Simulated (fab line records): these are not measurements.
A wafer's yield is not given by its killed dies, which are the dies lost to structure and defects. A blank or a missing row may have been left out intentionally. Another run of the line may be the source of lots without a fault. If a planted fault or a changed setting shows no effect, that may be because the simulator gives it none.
A single fault, viewed from 2 desks	flow gf180mcu	numbers are kept per desk, each desk with only its own; the story behind them comes last

DESK OF THE TOOL OWNER: hdpcvd-02
The tool's own readings at GF_V3_CVD_00 (deposits SiO2, target thk 600 nm, time 100 s): means of the sampled wafers that have a number, for each lot that ran on this tool. Any lot whose mean is over 4 standard deviations away from the usual mean is out of limits and marked OUT; that distance is given in the brackets.
Columns: A = sih4_flow_sccm at GF_V3_CVD_00, usual 60.00 sccm
lot	first seen here	A
L968	day 21 19:54	59.96
L970	day 22 15:44	59.84
L971	day 23 01:02	59.96
L974	day 24 09:01	60.07
L978	day 25 23:02	60.06
L980	day 26 10:02	69.87 (+55) OUT
L982	day 27 00:56	80.02 (+99 or more) OUT
This desk finds L980, L982 out of limits, L980 being first, at day 26 10:02 (sih4_flow_sccm at GF_V3_CVD_00). L968, L970, L971, L974, L978: within limits.

METROLOGY DESK
What the gauges read for every lot (on any tool): the sampled wafers with a number, averaged. Any lot whose mean is over 4 standard deviations away from the usual mean is out of limits and marked OUT; that distance is given in the brackets.
Columns: A = V2_BOW at GF_V2_BOW_MEAS_05, usual 100 um; B = V2_OVL at GF_V2_OVL_MEAS_15, usual 1 nm; C = M3_OVL at GF_M3_OVL_MEAS_15, usual -5 nm; D = V3_CVD_00_THK at GF_V3_THK_MEAS_01, usual 599 nm
lot	first seen here	A	B	C	D
L966	day 19 00:43	93	-5	-8	595
L967	day 19 04:22	105	-2	0	596
L968	day 19 17:43	101	4	-7	597
L970	day 20 14:39	104	3	-12	608
L971	day 21 00:22	100	-3	3	609
L972	day 21 12:14	100	-2	2	593
L974	day 22 08:42	87	2	-3	592
L977	day 23 14:11	98	4	1	596
L978	day 23 21:59	97	1	-8	601
L980	day 24 14:02	108	-6	-12	697 (+14) OUT
L981	day 25 01:10	93	-3	-11	601
L982	day 25 05:03	99	3	-10	789 (+28) OUT
L986	day 26 09:59	99	7	-4	604
Finding of this desk: L980, L982 out of limits, first seen on L980 at day 26 10:07 (V3_CVD_00_THK at GF_V3_THK_MEAS_01). L966, L967, L968, L970, L971, L972, L974, L977, L978, L981, L986: within limits.

BROUGHT TOGETHER
An alarm could have come from the tool owner's desk at day 26 10:02, on L980, L982.
The metrology desk could have raised an alarm at day 26 10:07, on L980, L982.
All the named lots went through GF_V3_CVD_00 on hdpcvd-02.

WHAT WAS PUT IN BY THE SIMULATOR
hdpcvd-02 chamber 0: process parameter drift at GF_V3_CVD_00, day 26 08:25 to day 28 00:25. The setting sih4_flow_sccm was moved by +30, starting from 60. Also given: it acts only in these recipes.
Shown lots that were struck: L980, L982.
Delay (hours) between the fault's onset and each desk's first out-of-limits reading: 2 at the tool owner's desk, 2 at the metrology desk.
